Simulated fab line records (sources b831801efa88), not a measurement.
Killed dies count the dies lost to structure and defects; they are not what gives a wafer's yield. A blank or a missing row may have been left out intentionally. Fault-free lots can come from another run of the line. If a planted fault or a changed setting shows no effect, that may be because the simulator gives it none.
Matching of chambers || flow gf180mcu || cmp-01 running GF_V1_CMP_26: 4 sister chambers
The step polishes, stops on SiO2, t overpolish 15 s, target thk 0 nm. 4 wafers are shown with their chamber, then 8 later ones without.

## EACH WAFER AND ITS CHAMBER
{"wafer": "L531.4", "chamber": 1, "motor current A (A)": 9.6}
{"wafer": "L539.1", "chamber": 3, "motor current A (A)": 9.6}
{"wafer": "L539.4", "chamber": 2, "motor current A (A)": 11.7}
{"wafer": "L540.1", "chamber": 0, "motor current A (A)": 10.2}

## WAFERS WHOSE CHAMBER IS MISSING
{"wafer": "L540.3", "motor current A (A)": 9.4}
{"wafer": "L540.6", "motor current A (A)": 10.2}
{"wafer": "L542.1", "motor current A (A)": 10.1}
{"wafer": "L542.5", "motor current A (A)": 9.9}
{"wafer": "L542.6", "motor current A (A)": 9.1}
{"wafer": "L544.1", "motor current A (A)": 10.1}
{"wafer": "L544.3", "motor current A (A)": 9.7}
{"wafer": "L544.5", "motor current A (A)": 9.8}

## EACH ONE'S CHAMBER
{"wafer": "L540.3", "from the rows above": "can't be placed: 1 or 3", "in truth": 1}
{"wafer": "L540.6", "from the rows above": 0, "in truth": 0}
{"wafer": "L542.1", "from the rows above": "can't be placed: 0 or 1 or 3", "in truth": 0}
{"wafer": "L542.5", "from the rows above": "can't be placed: 0 or 1 or 3", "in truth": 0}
{"wafer": "L542.6", "from the rows above": "can't be placed: 1 or 3", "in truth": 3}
{"wafer": "L544.1", "from the rows above": "can't be placed: 0 or 1 or 3", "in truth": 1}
{"wafer": "L544.3", "from the rows above": "can't be placed: 1 or 3 or 0", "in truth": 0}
{"wafer": "L544.5", "from the rows above": "can't be placed: 1 or 3 or 0", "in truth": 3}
Placed correctly: 1 of 8. Not placeable from these rows: 7 (in 7, the candidates include the true chamber). 0 placed wrongly.
How it was worked out, from the rows above alone: a wafer's distance from a chamber is the root of the sum, over the readings, of the square of ((its reading less the chamber's mean) divided by the reading's scatter). If the next closest chamber is less than 2 further off than the closest, the wafer can't be placed; otherwise it belongs to the closest. The mean given for a chamber averages the wafers shown for that chamber. The scatter (one wafer shown for each chamber): square how far every hidden wafer sits from the nearest shown wafer, average those squares and take the square root.
